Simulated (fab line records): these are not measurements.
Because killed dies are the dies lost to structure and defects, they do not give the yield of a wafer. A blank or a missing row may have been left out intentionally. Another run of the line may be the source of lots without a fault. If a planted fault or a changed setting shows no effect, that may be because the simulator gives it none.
Which tool is to blame? / flow sky130 / Sampling: 12 lots, 35 wafers, 5 of 708 route steps

WHAT EACH GAUGE READ, for each wafer
SKY_LI_CONTACT_OVL_MEAS_13. Usual: for LI_CONTACT_OVL the level is -2 nm and the standard deviation is 5.2.
lot=L698; measured=day 29 09:42; on=overlay-01; LI_CONTACT_OVL (nm)=3 7 6; flag=
lot=L699; measured=day 30 01:10; on=overlay-01; LI_CONTACT_OVL (nm)=-7 3 -2; flag=
lot=L702; measured=day 30 16:21; on=overlay-01; LI_CONTACT_OVL (nm)=4 -1 0; flag=
lot=L701; measured=day 30 17:10; on=overlay-01; LI_CONTACT_OVL (nm)=-9 -6 -3; flag=
lot=L700; measured=day 30 18:24; on=overlay-01; LI_CONTACT_OVL (nm)=-6 0 -6; flag=
lot=L703; measured=day 30 22:16; on=overlay-01; LI_CONTACT_OVL (nm)=-1 -18 -2; flag=
lot=L705; measured=day 31 20:12; on=overlay-01; LI_CONTACT_OVL (nm)=-6 0; flag=
lot=L714; measured=day 34 20:29; on=overlay-01; LI_CONTACT_OVL (nm)=-9 -10 -7; flag=
lot=L715; measured=day 35 00:25; on=overlay-01; LI_CONTACT_OVL (nm)=-3 2 4; flag=
lot=L717; measured=day 35 12:02; on=overlay-02; LI_CONTACT_OVL (nm)=0 4 -4; flag=
lot=L719; measured=day 35 21:41; on=overlay-02; LI_CONTACT_OVL (nm)=-7 -8 -10; flag=
lot=L720; measured=day 36 04:52; on=overlay-01; LI_CONTACT_OVL (nm)=-4 -1 -5; flag=

SKY_LI_CONTACT_THK_MEAS_23: measures by xrf. Usual: for LI_CONTACT_W_THK the level is 403 nm and the standard deviation is 5.4.
lot=L698; measured=day 29 10:33; on=filmMetro-03; LI_CONTACT_W_THK (nm)=401 394 396; flag=
lot=L699; measured=day 30 02:01; on=filmMetro-03; LI_CONTACT_W_THK (nm)=405 409 409; flag=
lot=L702; measured=day 30 17:22; on=filmMetro-03; LI_CONTACT_W_THK (nm)=405 406 402; flag=
lot=L701; measured=day 30 18:00; on=filmMetro-03; LI_CONTACT_W_THK (nm)=404 394 401; flag=
lot=L700; measured=day 30 19:14; on=filmMetro-03; LI_CONTACT_W_THK (nm)=410 408 405; flag=
lot=L703; measured=day 30 23:18; on=filmMetro-04; LI_CONTACT_W_THK (nm)=403 406 407; flag=
lot=L705; measured=day 31 21:03; on=filmMetro-03; LI_CONTACT_W_THK (nm)=403 403; flag=
lot=L714; measured=day 34 21:20; on=filmMetro-04; LI_CONTACT_W_THK (nm)=401 408 407; flag=
lot=L715; measured=day 35 01:35; on=filmMetro-03; LI_CONTACT_W_THK (nm)=395 395 395; flag=
lot=L717; measured=day 35 12:53; on=filmMetro-04; LI_CONTACT_W_THK (nm)=397 413 408; flag=
lot=L719; measured=day 35 22:32; on=filmMetro-04; LI_CONTACT_W_THK (nm)=417 415 418; flag=
lot=L720; measured=day 36 05:44; on=filmMetro-02; LI_CONTACT_W_THK (nm)=405 409 413; flag=

WHAT TOOL EACH LOT RAN ON (gives the tool, then ch and the chambers of the sampled wafers, and finally the start)
lot=L698; SKY_SD_N_STRIP_11=plasmaAsher-02 ch 0,1, day 28 04:59; SKY_LI_CONTACT_CMP_02=cmp-01 ch 0,1,2, day 28 05:57; SKY_LI_CONTACT_ETCH_15=rieDiel-04 ch 0,1,3, day 29 09:46
lot=L699; SKY_SD_N_STRIP_11=plasmaAsher-04 ch 0,1, day 28 19:46; SKY_LI_CONTACT_CMP_02=cmp-01 ch 1,2,3, day 28 20:42; SKY_LI_CONTACT_ETCH_15=rieDiel-02 ch 0,1,2, day 30 01:14
lot=L702; SKY_SD_N_STRIP_11=plasmaAsher-04 ch 0,1, day 29 11:14; SKY_LI_CONTACT_CMP_02=cmp-01 ch 0,2, day 29 12:13; SKY_LI_CONTACT_ETCH_15=rieDiel-04 ch 2,3, day 30 16:25
lot=L701; SKY_SD_N_STRIP_11=plasmaAsher-01 ch 0,1, day 29 12:08; SKY_LI_CONTACT_CMP_02=cmp-01 ch 2,3, day 29 13:04; SKY_LI_CONTACT_ETCH_15=rieDiel-02 ch 0,1, day 30 17:14
lot=L700; SKY_SD_N_STRIP_11=plasmaAsher-02 ch 0,1, day 29 13:20; SKY_LI_CONTACT_CMP_02=cmp-02 ch 0,1,3, day 29 14:15; SKY_LI_CONTACT_ETCH_15=rieDiel-04 ch 1,2,3, day 30 18:28
lot=L703; SKY_SD_N_STRIP_11=plasmaAsher-01 ch 0,1, day 29 17:13; SKY_LI_CONTACT_CMP_02=cmp-02 ch 0,1,2, day 29 18:19; SKY_LI_CONTACT_ETCH_15=rieDiel-04 ch 2,3, day 30 22:20
lot=L705; SKY_SD_N_STRIP_11=plasmaAsher-04 ch 1, day 30 15:14; SKY_LI_CONTACT_CMP_02=cmp-01 ch 2,3, day 30 16:17; SKY_LI_CONTACT_ETCH_15=rieDiel-04 ch 1,2, day 31 20:17
lot=L714; SKY_SD_N_STRIP_11=plasmaAsher-02 ch 0, day 33 16:59; SKY_LI_CONTACT_CMP_02=cmp-01 ch 1,3, day 33 17:55; SKY_LI_CONTACT_ETCH_15=rieDiel-01 ch 2,3, day 34 20:33
lot=L715; SKY_SD_N_STRIP_11=plasmaAsher-04 ch 0,1, day 33 21:41; SKY_LI_CONTACT_CMP_02=cmp-02 ch 1,2,3, day 33 22:46; SKY_LI_CONTACT_ETCH_15=rieDiel-01 ch 1,2, day 35 00:29
lot=L717; SKY_SD_N_STRIP_11=plasmaAsher-02 ch 0,1, day 34 08:17; SKY_LI_CONTACT_CMP_02=cmp-02 ch 1,3, day 34 09:19; SKY_LI_CONTACT_ETCH_15=rieDiel-04 ch 1,2,3, day 35 12:07
lot=L719; SKY_SD_N_STRIP_11=plasmaAsher-04 ch 0,1, day 34 18:20; SKY_LI_CONTACT_CMP_02=cmp-01 ch 2,3, day 34 19:22; SKY_LI_CONTACT_ETCH_15=rieDiel-02 ch 1,2, day 35 21:45
lot=L720; SKY_SD_N_STRIP_11=plasmaAsher-01 ch 0,1, day 35 01:26; SKY_LI_CONTACT_CMP_02=cmp-01 ch 0,1, day 35 02:22; SKY_LI_CONTACT_ETCH_15=rieDiel-01 ch 0,2,3, day 36 04:56
- SKY_SD_N_STRIP_11: strips in O2/N2.
- SKY_LI_CONTACT_CMP_02: polishes PSG.
- SKY_LI_CONTACT_ETCH_15: etches PSG in C4F8/O2/Ar, stops on Si, target depth 600 nm.

WHAT THE TOOLS THEMSELVES READ (means of the sampled wafers that have a number; where no wafer has one, the mark that the record gives instead)
SKY_SD_N_STRIP_11. Usual: drypumpMotorCurrentA 5.2 A, standard deviation 0.37; n2FlowSccm 300.0 sccm, standard deviation 0.86; oesProductAu 0.527 a.u., standard deviation 0.005; stripTimeToEndpointS 22.55 s, standard deviation 0.042.
lot=L698; tool=plasmaAsher-02; drypumpMotorCurrentA (A)=4.8; n2FlowSccm (sccm)=300.7; oesProductAu (a.u.)=0.524; stripTimeToEndpointS (s)=22.55; flag=
lot=L699; tool=plasmaAsher-04; drypumpMotorCurrentA (A)=5.4; n2FlowSccm (sccm)=299.6; oesProductAu (a.u.)=0.526; stripTimeToEndpointS (s)=22.60; flag=
lot=L702; tool=plasmaAsher-04; drypumpMotorCurrentA (A)=5.4; n2FlowSccm (sccm)=299.0; oesProductAu (a.u.)=0.531; stripTimeToEndpointS (s)=22.54; flag=
lot=L701; tool=plasmaAsher-01; drypumpMotorCurrentA (A)=5.7; n2FlowSccm (sccm)=299.9; oesProductAu (a.u.)=0.529; stripTimeToEndpointS (s)=22.62; flag=
lot=L700; tool=plasmaAsher-02; drypumpMotorCurrentA (A)=4.8; n2FlowSccm (sccm)=300.1; oesProductAu (a.u.)=0.522; stripTimeToEndpointS (s)=22.55; flag=
lot=L703; tool=plasmaAsher-01; drypumpMotorCurrentA (A)=5.8; n2FlowSccm (sccm)=299.3; oesProductAu (a.u.)=0.526; stripTimeToEndpointS (s)=22.59; flag=
lot=L705; tool=plasmaAsher-04; drypumpMotorCurrentA (A)=5.3; n2FlowSccm (sccm)=299.8; oesProductAu (a.u.)=0.528; stripTimeToEndpointS (s)=22.57; flag=
lot=L714; tool=plasmaAsher-02; drypumpMotorCurrentA (A)=4.8; n2FlowSccm (sccm)=301.0; oesProductAu (a.u.)=0.528; stripTimeToEndpointS (s)=22.56; flag=
lot=L715; tool=plasmaAsher-04; drypumpMotorCurrentA (A)=5.3; n2FlowSccm (sccm)=300.4; oesProductAu (a.u.)=0.527; stripTimeToEndpointS (s)=22.54; flag=
lot=L717; tool=plasmaAsher-02; drypumpMotorCurrentA (A)=4.9; n2FlowSccm (sccm)=300.4; oesProductAu (a.u.)=0.527; stripTimeToEndpointS (s)=22.57; flag=
lot=L719; tool=plasmaAsher-04; drypumpMotorCurrentA (A)=5.4; n2FlowSccm (sccm)=300.5; oesProductAu (a.u.)=0.527; stripTimeToEndpointS (s)=22.58; flag=
lot=L720; tool=plasmaAsher-01; drypumpMotorCurrentA (A)=5.8; n2FlowSccm (sccm)=300.4; oesProductAu (a.u.)=0.528; stripTimeToEndpointS (s)=22.54; flag=

SKY_LI_CONTACT_CMP_02. Usual: motorCurrentA 11.7 A, standard deviation 1; timeToEndpointS 30.9 s, standard deviation 2.4.
lot=L698; tool=cmp-01; motorCurrentA (A)=12.0; timeToEndpointS (s)=30.4; flag=
lot=L699; tool=cmp-01; motorCurrentA (A)=10.7; timeToEndpointS (s)=31.6; flag=
lot=L702; tool=cmp-01; motorCurrentA (A)=11.7; timeToEndpointS (s)=29.2; flag=
lot=L701; tool=cmp-01; motorCurrentA (A)=11.1; timeToEndpointS (s)=27.3; flag=
lot=L700; tool=cmp-02; motorCurrentA (A)=12.4; timeToEndpointS (s)=30.6; flag=
lot=L703; tool=cmp-02; motorCurrentA (A)=12.1; timeToEndpointS (s)=29.4; flag=
lot=L705; tool=cmp-01; motorCurrentA (A)=11.1; timeToEndpointS (s)=25.4; flag=
lot=L714; tool=cmp-01; motorCurrentA (A)=11.2; timeToEndpointS (s)=29.9; flag=
lot=L715; tool=cmp-02; motorCurrentA (A)=12.1; timeToEndpointS (s)=27.0; flag=
lot=L717; tool=cmp-02; motorCurrentA (A)=12.0; timeToEndpointS (s)=29.1; flag=
lot=L719; tool=cmp-01; motorCurrentA (A)=11.0; timeToEndpointS (s)=33.2; flag=
lot=L720; tool=cmp-01; motorCurrentA (A)=12.5; timeToEndpointS (s)=29.2; flag=

SKY_LI_CONTACT_ETCH_15. Usual: oesProductAu 0.838 a.u., standard deviation 0.0053; rfFwdPowerW 1491 W, standard deviation 5.2.
lot=L698; tool=rieDiel-04; oesProductAu (a.u.)=0.846; rfFwdPowerW (W)=1496; flag=
lot=L699; tool=rieDiel-02; oesProductAu (a.u.)=0.839; rfFwdPowerW (W)=1487; flag=
lot=L702; tool=rieDiel-04; oesProductAu (a.u.)=0.878; rfFwdPowerW (W)=1491; flag=OFF
lot=L701; tool=rieDiel-02; oesProductAu (a.u.)=0.879; rfFwdPowerW (W)=1491; flag=OFF
lot=L700; tool=rieDiel-04; oesProductAu (a.u.)=0.841; rfFwdPowerW (W)=1493; flag=
lot=L703; tool=rieDiel-04; oesProductAu (a.u.)=0.838; rfFwdPowerW (W)=1488; flag=
lot=L705; tool=rieDiel-04; oesProductAu (a.u.)=0.893; rfFwdPowerW (W)=1490; flag=OFF
lot=L714; tool=rieDiel-01; oesProductAu (a.u.)=0.836; rfFwdPowerW (W)=1490; flag=
lot=L715; tool=rieDiel-01; oesProductAu (a.u.)=0.838; rfFwdPowerW (W)=1490; flag=
lot=L717; tool=rieDiel-04; oesProductAu (a.u.)=0.839; rfFwdPowerW (W)=1492; flag=
lot=L719; tool=rieDiel-02; oesProductAu (a.u.)=0.844; rfFwdPowerW (W)=1487; flag=
lot=L720; tool=rieDiel-01; oesProductAu (a.u.)=0.836; rfFwdPowerW (W)=1494; flag=

THE ANSWER, worked out from the rows above alone
Rule: a lot is off if the mean of its wafers that have a number lies more than 3 standard deviations from the usual mean. Also off: a lot with no number at a reading for which 4 or more lots have one. All remaining lots with rows at the step are treated as sound. First the gauges in route order, then the tools' own readings, where a lot's mean is used as printed above. The first step at which some lot is off is used, and at that step the reading that is off furthest; a lot without a number counts as furthest.
Off, at SKY_LI_CONTACT_ETCH_15 on oesProductAu: L702, L701, L705.
A tool fits if, at that step or a process step before it, it ran every lot that is off, and no sound lot after the first of them. Not one of the candidates tried fits.

WHAT HAD BEEN PUT IN BY THE SIMULATOR
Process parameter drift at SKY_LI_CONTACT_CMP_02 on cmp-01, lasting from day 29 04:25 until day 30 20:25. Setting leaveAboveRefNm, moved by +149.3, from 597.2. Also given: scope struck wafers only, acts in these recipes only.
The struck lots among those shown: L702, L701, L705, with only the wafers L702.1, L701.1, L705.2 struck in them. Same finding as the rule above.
